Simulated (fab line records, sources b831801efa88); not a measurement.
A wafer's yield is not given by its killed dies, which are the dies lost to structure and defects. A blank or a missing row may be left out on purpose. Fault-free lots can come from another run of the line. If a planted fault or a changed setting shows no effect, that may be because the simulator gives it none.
A single fault, viewed from 2 desks + flow gf180mcu + every desk sees just its own numbers, and what lay behind them comes last

AT THE METROLOGY DESK
What the gauges read, lot by lot, whatever tool the lot ran on: means of the sampled wafers that have a number. The brackets show how far a lot's mean lies from the usual mean; more than 4 standard deviations puts the lot out of limits, marked OUT.
Columns: A = M2_OVL at GF_M2_OVL_MEAS_15, usual -2 nm
| lot  | first seen here | A   |
|------|-----------------|-----|
| L597 | day 19 06:38    | -7  |
| L598 | day 19 16:19    | -1  |
| L599 | day 19 22:59    | -2  |
| L600 | day 20 15:43    | -2  |
| L601 | day 20 21:07    | 5   |
| L602 | day 21 08:07    | 1   |
| L609 | day 23 17:08    | -10 |
| L610 | day 24 00:31    | -11 |
| L613 | day 24 23:52    | 7   |
| L617 | day 26 06:16    | -2  |
| L619 | day 26 19:07    | 1   |
| L620 | day 27 02:04    | -3  |
Finding of this desk: none of the 12 lots has anything out of limits.

DESK OF THE TOOL OWNER: krf scanner-02
The tool's own readings at GF_V1_EXPOSE_11 (exposes mask Via1, target cd 260 nm): means of the sampled wafers that have a number, for each lot that ran on this tool. The brackets show how far a lot's mean lies from the usual mean; more than 4 standard deviations puts the lot out of limits, marked OUT.
Columns: A = exposure dose mJ cm2 at GF_V1_EXPOSE_11, usual 37.82
| lot  | first seen here | A               |
|------|-----------------|-----------------|
| L598 | day 18 02:49    | 37.83           |
| L599 | day 18 08:23    | 37.83           |
| L609 | day 22 05:55    | 37.18 (-18) OUT |
| L610 | day 22 13:13    | 37.11 (-20) OUT |
This desk finds L609, L610 out of limits, L609 being first, at day 22 05:55 (exposure dose mJ cm2 at GF_V1_EXPOSE_11). In limits: L598, L599.

BROUGHT TOGETHER
On L609, L610, at day 22 05:55, an alarm was possible from the tool owner's desk.
From the metrology desk's view, nothing was out of limits.
The metrology desk has L609, L610 on record, within its limits.
On krf scanner-02, each named lot ran GF_V1_EXPOSE_11.

WHAT THE SIMULATOR HAD PUT IN
Drift in process parameters on krf scanner-02 at GF_V1_EXPOSE_11, starting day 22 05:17. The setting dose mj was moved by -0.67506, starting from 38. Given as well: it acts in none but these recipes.
Struck lots among those shown: L609, L610.
Each desk's first reading out of limits, in hours after the fault started: the tool owner's desk, 1.
